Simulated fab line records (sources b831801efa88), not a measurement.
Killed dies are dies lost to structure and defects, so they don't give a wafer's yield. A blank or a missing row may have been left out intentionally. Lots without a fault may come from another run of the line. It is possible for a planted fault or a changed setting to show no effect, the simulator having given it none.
A struck lot beside a sound one + flow sky130 + 17 steps out of a route of 708
Sound: the wafers L123.2, L123.4, L123.6. Wafers L131.3, L131.4, L131.5 were the ones struck. At the end, the cause is stated.
For every step that has rows: the tool of each side, followed by ch and its chambers, followed by its first start. Under that, the readings that differ: sound wafers + struck wafers + difference of the means + sigmas: that difference in standard deviations of wafers without a fault.
alike: words and numbers the same on both sides, and readings whose means are apart by under 2 such deviations; not compared: readings that were withheld, readings missing a value for some wafer, numbers with overlapping values and no deviation given by the record, and bounds like >300 which may hide the same value.
The two part at a step that has a row with sigmas, a row that says differs or no value, or rows on one side only. Non-overlapping numbers with no deviation appear without sigmas and do not part them. A reading that every wafer of one side lacks parts them only if that side has two wafers or more.

SKY_FIELD_ISO_THK_MEAS_02:
  struck on filmMetro-04, day 4 00:10; sound on filmMetro-03, day 2 07:38
  alike: FIELD_ISO_OXIDATION_00_THK
then, 1 step without rows for these wafers: SKY_FIELD_ISO_CVD_03 (deposits Si3N4 from DCS/NH3, target thk 165 nm, time 2830 s).
SKY_FIELD_ISO_THK_MEAS_04:
  struck on filmMetro-01, day 4 02:01; sound on filmMetro-04, day 2 10:08
  alike: FIELD_ISO_CVD_03_THK
then, 8 steps without rows for these wafers: SKY_FIELD_ISO_DEHYDRATE_05 (time 60 s); SKY_FIELD_ISO_HMDS_06 (prime time 60 s); SKY_FIELD_ISO_COAT_07 (resist thk 61.2 nm); SKY_FIELD_ISO_COAT_08 (resist thk 450 nm); SKY_FIELD_ISO_SOFTBAKE_09 (time 90 s); SKY_FIELD_ISO_EXPOSE_10 (exposes mask FOM, target cd 150 nm); SKY_FIELD_ISO_PEB_11; SKY_FIELD_ISO_DEVELOP_12 (develop time 60 s).
SKY_FIELD_ISO_CD_MEAS_13 targets a cd of 150 nm.
  struck on cdSem-01, day 4 19:01; sound on cdSem-02, day 3 00:54
  alike: cdNm
SKY_FIELD_ISO_ETCH_14: etches BARC in N2/H2, stops on SiO2, time 45.9 s, target depth 60 nm.
  sound on rieDiel-02 ch 0,1,2, day 3 01:00; struck on rieDiel-02 ch 1,2,3, day 4 19:05
| reading                                         | sound             | struck            | difference | sigmas |
|-------------------------------------------------|-------------------|-------------------|------------|--------|
| oesProductAu (a.u.)                             | 0.860 0.866 0.856 | 1.009 1.019 1.003 | +0.150     | +31    |
| runLengthS (s)                                  | 74.6 75.1 73.5    | 33.1 34.2 34.5    | -40.5      | -78    |
| model.etch.depthNm (nm)                         | 61.14 60.91 61.05 | 9.018 9.309 9.118 | -51.885    |        |
| model.KrF-thick_of_FIELD_ISO_COAT_08.thkNm (nm) | 393.8 392.8 394.3 | 430.3 430.2 430   | +36.5      |        |
| model.FIELD_ISO.cdNm (nm)                       | 147.8 148.6 147   | 158.3 159.8 158   | +10.9      |        |
  alike: drypumpMotorCurrentA, n2FlowSccm, throttleValvePct
  not compared: rfHoursCounterH
SKY_FIELD_ISO_ETCH_15: etches the open film in CHF3/O2, stops on Si, target depth 180 nm, time 72 s.
  sound on rieDiel-02 ch 0,1,2, day 3 01:02; struck on rieDiel-02 ch 1,2,3, day 4 19:08
| reading                                         | sound             | struck            | difference | sigmas |
|-------------------------------------------------|-------------------|-------------------|------------|--------|
| oesProductAu (a.u.)                             | 0.956 0.935 0.954 | 0.378 0.366 0.379 | -0.574     | -76    |
| throttleValvePct (%)                            | 8.843 8.860 8.841 | 8.672 8.679 8.653 | -0.180     | -18    |
| model.KrF-thick_of_FIELD_ISO_COAT_08.thkNm (nm) | 236.4 237.7 236.7 | 277.3 272.5 275   | +38.0      |        |
  alike: drypumpMotorCurrentA, runLengthS
  not compared: rfHoursCounterH
SKY_FIELD_ISO_STRIP_16: strips in O2/N2.
  sound on plasmaAsher-01 ch 0,1, day 3 01:06; struck on plasmaAsher-04 ch 0,1, day 4 19:13
| reading                  | sound             | struck            | difference | sigmas |
|--------------------------|-------------------|-------------------|------------|--------|
| oesProductAu (a.u.)      | 0.379 0.376 0.375 | 0.392 0.386 0.399 | +0.016     | +3     |
| stripTimeToEndpointS (s) | 3.567 3.569 3.583 | 4.001 3.949 3.964 | +0.398     | +14    |
  alike: drypumpMotorCurrentA, n2FlowSccm
  not compared: rfHoursCounterH
SKY_FIELD_ISO_ETCH_17: etches Si in HBr/Cl2/O2, target depth 342 nm, time 97.7 s.
  sound on rieSi-02 ch 0,2,3, day 3 01:12; struck on rieSi-02 ch 0,2,3, day 4 19:17
| reading                   | sound             | struck          | difference | sigmas |
|---------------------------|-------------------|-----------------|------------|--------|
| model.FIELD_ISO.cdNm (nm) | 147.2 147.8 146.5 | 159 159.4 158.1 | +12        |        |
  alike: drypumpMotorCurrentA, oesProductAu, runLengthS, throttleValvePct
  not compared: rfHoursCounterH
then, 1 step without rows for these wafers: SKY_FIELD_ISO_WET_ETCH_18 (etches Si3N4 in H3PO4, target depth 25 nm, time 286 s).

== WHERE THEY PART ==
Earliest at SKY_FIELD_ISO_ETCH_14; latest, in this record, at SKY_FIELD_ISO_STRIP_16. Later steps at which nothing parts them and some readings are alike: SKY_FIELD_ISO_ETCH_17.

WHY: what the simulator had put in
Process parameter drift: rieDiel-02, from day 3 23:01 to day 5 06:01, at SKY_FIELD_ISO_ETCH_14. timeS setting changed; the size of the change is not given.
